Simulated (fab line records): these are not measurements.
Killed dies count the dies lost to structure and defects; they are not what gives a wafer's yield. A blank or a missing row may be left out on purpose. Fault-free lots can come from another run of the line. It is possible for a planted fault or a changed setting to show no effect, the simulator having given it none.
A lot that was struck, set against a sound lot :: flow sky130 :: 43 out of 708 route steps
Sound: these wafers, L423.3, L423.4, L423.6. Wafers L438.3, L438.4, L438.5 were the ones struck. At the end, the cause is stated.
Each step with rows lists, per side, the tool, then ch with its chambers, then its first start. Under that, the readings that differ: sound wafers :: struck wafers :: difference of the means :: sigmas: that difference in standard deviations of wafers without a fault.
alike: same words and numbers on both sides, and readings whose means sit less than 2 such deviations apart. not compared: any withheld reading, any reading some wafer has no value for, any bound like >300 that may hide the same value, and any number with overlapping values for which the record gives no deviation.
A row with sigmas, a row that says differs or no value, or rows on one side alone: a step with any of these is where the two part. Numbers that have no deviation but don't overlap get no sigmas and don't part them. A reading missing from all wafers of one side parts the sides only when that side holds two or more wafers.

first, 4 steps without rows for these wafers: SKY_VIA1_STRIP_17 (strips in post etch residue remover, time 1200 s); SKY_VIA1_CLEAN_18 (cleans in IPA, time 180 s); SKY_VIA1_CLEAN_19 (cleans in O3/DIW); SKY_VIA1_SPUTTER_20 (material TiN, target thk 20 nm, time 80 s).
SKY_VIA1_CVD_21: deposits W, target thk 270 nm, time 80.902 s.
  sound on cvd w-01 ch 0,1, day 37 13:55; struck on cvd w-02 ch 0,1, day 41 03:26
  alike: heater power w
SKY_VIA1_RS_MEAS_22: measures by four-point-probe.
  sound on film metro-03, day 37 14:01; struck on film metro-04, day 41 03:32
  alike: VIA1_W_RS
SKY_VIA1_THK_MEAS_23: measures by xrf.
  sound on film metro-03, day 37 14:07; struck on film metro-04, day 41 03:38
reading: VIA1_W_THK (nm)
sound: 264 268 266
struck: 278 273 278
difference: +10
sigmas: +2
then, 1 step without rows for these wafers: SKY_VIA1_CMP_24 (polishes, stops on SiO2, t overpolish 15 s, target thk 0 nm).
SKY_METAL2_SPUTTER_00: material Ti, target thk 15 nm, time 10 s.
  sound on pvd sputter-04, day 37 14:28; struck on pvd sputter-04, day 41 03:59
  alike: throttle valve pct
SKY_METAL2_SPUTTER_01: material TiN, target thk 20 nm, time 16.7 s.
  sound on pvd sputter-04, day 37 14:29; struck on pvd sputter-04, day 41 04:00
  alike: throttle valve pct
then, 1 step without rows for these wafers: SKY_METAL2_SPUTTER_02 (material AlCu, target thk 250 nm, time 13.3 s).
SKY_METAL2_SPUTTER_03: material Ti, target thk 5 nm, time 3.3 s.
  sound on pvd sputter-04, day 37 14:32; struck on pvd sputter-04, day 41 04:03
  alike: throttle valve pct
SKY_METAL2_SPUTTER_04: material TiN, target thk 70 nm, time 58.3 s.
  sound on pvd sputter-04, day 37 14:33; struck on pvd sputter-04, day 41 04:04
  alike: throttle valve pct
SKY_METAL2_RS_MEAS_05: measures by four-point-probe.
  sound on film metro-02, day 37 14:38; struck on film metro-04, day 41 04:10
  alike: METAL2_ALCU_RS
SKY_METAL2_THK_MEAS_06: measures by xrf.
  sound on film metro-02, day 37 14:44; struck on film metro-04, day 41 04:16
  alike: METAL2_ALCU_THK
then, 8 steps without rows for these wafers: SKY_METAL2_DEHYDRATE_07 (time 60 s); SKY_METAL2_HMDS_08 (prime time 60 s); SKY_METAL2_COAT_09 (resist thk 60 nm); SKY_METAL2_COAT_10 (resist thk 450 nm); SKY_METAL2_SOFTBAKE_11 (time 90 s); SKY_METAL2_EXPOSE_12 (exposes mask MM2, target cd 140 nm); SKY_METAL2_PEB_13; SKY_METAL2_DEVELOP_14 (develop time 60 s).
SKY_METAL2_CD_MEAS_15: the cd target is 140 nm.
  sound on cd sem-02, day 38 15:56; struck on cd sem-01, day 42 04:07
  alike: cd nm
SKY_METAL2_OVL_MEAS_16:
  sound on overlay-01, day 38 16:01; struck on overlay-02, day 42 04:12
  alike: METAL2_OVL
then, 3 steps without rows for these wafers: SKY_METAL2_DESCUM_17 (chemistry O2, time 8 s); SKY_METAL2_ETCH_18 (etches BARC in N2/H2, stops on SiO2, time 45.9 s, target depth 60 nm); SKY_METAL2_METAL_ETCH_19 (etches the open film in Cl2/BCl3, stops on SiO2, target depth 360 nm, time 78 s).
SKY_METAL2_STRIP_20: strips in O2/N2.
  sound on plasma asher-04 ch 0,1, day 38 16:16; struck on plasma asher-02 ch 0,1, day 42 04:26
  alike: drypump motor current A, o2 flow sccm, oes product au, strip time to endpoint s
  not compared: rf hours counter h
then, 4 steps without rows for these wafers: SKY_METAL2_STRIP_21 (strips in post etch residue remover, time 1200 s); SKY_METAL2_CLEAN_22 (cleans in IPA, time 180 s); SKY_METAL2_CLEAN_23 (cleans in O3/DIW); SKY_VIA2_HDPCVD_00 (deposits SiO2, target thk 1180 nm, time 196.7 s).
SKY_VIA2_THK_MEAS_01:
  sound on film metro-04, day 38 16:58; struck on film metro-02, day 42 05:13
  alike: VIA2_HDPCVD_THK
then, 1 step without rows for these wafers: SKY_VIA2_CMP_02 (polishes SiO2).
SKY_VIA2_BOW_MEAS_03:
  sound on film metro-02, day 38 17:21; struck on film metro-04, day 42 05:35
  alike: VIA2_BOW
then, 6 steps without rows for these wafers: SKY_VIA2_DEHYDRATE_04 (time 60 s); SKY_VIA2_HMDS_05 (prime time 60 s); SKY_VIA2_COAT_06 (resist thk 60 nm); SKY_VIA2_COAT_07 (resist thk 450 nm); SKY_VIA2_SOFTBAKE_08 (time 90 s); SKY_VIA2_EXPOSE_09 (exposes mask VIM2, target cd 200 nm).
-- the record jumps here: 9 days lie between the struck wafers' starts before and after (it left off in module VIA2 and takes up again in module PAD_OPEN, whose first step shown is number 708 of the route) --
SKY_PAD_OPEN_PROBE_99:
  sound on prober-02, day 48 14:18; struck on prober-01, day 51 02:51
reading: defect limited yield (%)
sound: 83.5 82.3 81.1
struck: 75.2 71.3 77.0
difference: -7.8
sigmas: -4

reading: killed_at_M0_to_M3
sound: 35 38 42
struck: 76 97 77
difference: +45
sigmas: +6

reading: killed dies
sound: 81 87 93
struck: 122 141 113
difference: +38
sigmas: +4

reading: sort_bin_3_pad_short (%)
sound: 1.0 1.0 0.4
struck: 2.2 4.5 2.8
difference: +2.4
sigmas: +6

reading: sort_bin_5_function (%)
sound: 9.3 11.4 11.8
struck: 14.8 15.9 12.8
difference: +3.7
sigmas: +2

reading: sort n pass
sound: 411 405 399
struck: 370 351 379
difference: -38
sigmas: -4

reading: sort yield pct (%)
sound: 83.5 82.3 81.1
struck: 75.2 71.3 77.0
difference: -7.8
sigmas: -4

reading: model.etest.tester.sort n pass
sound: 411 405 399
struck: 370 351 379
difference: -38
sigmas: 

reading: model.etest.tester.sort yield pct (%)
sound: 83.54 82.32 81.1
struck: 75.2 71.34 77.03
difference: -7.8
sigmas: 

reading: model.etest.tester.sort_bin_5_pct (%)
sound: 9.35 11.38 11.79
struck: 14.84 15.85 12.8
difference: +3.66
sigmas: 

reading: model.etest.tester.sort_bin_3_pct (%)
sound: 1.016 1.016 0.4065
struck: 2.236 4.472 2.846
difference: +2.372
sigmas: 
  alike: killed_at_M4_up, killed at contacts, killed at front end, killed at other, killed open, killed short, sort_bin_6_memory

WHERE THEY PART
Earliest at SKY_VIA1_THK_MEAS_23; latest, in this record, at SKY_PAD_OPEN_PROBE_99.

WHY: whatever the simulator had introduced
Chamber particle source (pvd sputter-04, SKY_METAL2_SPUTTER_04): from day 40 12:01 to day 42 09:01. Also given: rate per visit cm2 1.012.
